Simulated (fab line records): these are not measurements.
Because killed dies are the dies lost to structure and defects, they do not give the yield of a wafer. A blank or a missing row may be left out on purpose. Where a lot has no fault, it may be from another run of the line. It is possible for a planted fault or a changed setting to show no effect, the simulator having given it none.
Which tool is to blame? :: flow sky130 :: 18 wafers from 6 lots sampled at 2 of the route's 708 steps

WHAT EACH GAUGE READ, for each wafer
SKY_NWELL_THK_MEAS_02.
lot: L902
measured: day 2 23:24
on: filmMetro-03
NWELL_OXIDATION_THK (nm): 9.97 10.03 9.99

lot: L906
measured: day 3 18:14
on: filmMetro-01
NWELL_OXIDATION_THK (nm): 9.61 9.71 9.64

lot: L914
measured: day 5 12:04
on: filmMetro-03
NWELL_OXIDATION_THK (nm): 9.83 10.01 9.94

lot: L917
measured: day 6 05:16
on: filmMetro-01
NWELL_OXIDATION_THK (nm): 10.18 10.04 10.13

lot: L923
measured: day 7 22:11
on: filmMetro-03
NWELL_OXIDATION_THK (nm): 9.76 9.74 9.89

lot: L922
measured: day 7 22:16
on: filmMetro-03
NWELL_OXIDATION_THK (nm): 9.90 9.78 9.84

TOOL THAT RAN EACH LOT (tool first, then ch and the chambers of the sampled wafers, then the start)
lot: L902
SKY_FIELD_ISO_CMP_27: cmp-02 ch 0,3, day 2 20:43

lot: L906
SKY_FIELD_ISO_CMP_27: cmp-02 ch 1,2,3, day 3 15:51

lot: L914
SKY_FIELD_ISO_CMP_27: cmp-01 ch 0,1,2, day 5 09:46

lot: L917
SKY_FIELD_ISO_CMP_27: cmp-02 ch 0,1,2, day 6 02:52

lot: L923
SKY_FIELD_ISO_CMP_27: cmp-02 ch 0,2,3, day 7 18:46

lot: L922
SKY_FIELD_ISO_CMP_27: cmp-02 ch 0,1,2, day 7 19:22
- SKY_FIELD_ISO_CMP_27: polishes, stops on Si3N4, t overpolish 16 s, target thk 457.8 nm.

THE ANSWER, worked out from the rows above alone
Rule: what is usual is taken from the lots themselves. Put in order of their means at a reading, lots are off if they are a third of the lots or fewer, leave a main group of 4 or more, and stand apart from it by a gap of 3 or more times the standard deviation of the main group's means; of several such gaps the widest counts. A main group is skipped when, at the precision printed for the reading in the tables above, its means are all equal. A lot without any number at a reading at which 4 lots or more have one is off too. Any other lot the step has rows for is counted as sound.
Across all readings shown, no lot is off: no conclusion can be drawn from this.

WHAT THE SIMULATOR PUT IN
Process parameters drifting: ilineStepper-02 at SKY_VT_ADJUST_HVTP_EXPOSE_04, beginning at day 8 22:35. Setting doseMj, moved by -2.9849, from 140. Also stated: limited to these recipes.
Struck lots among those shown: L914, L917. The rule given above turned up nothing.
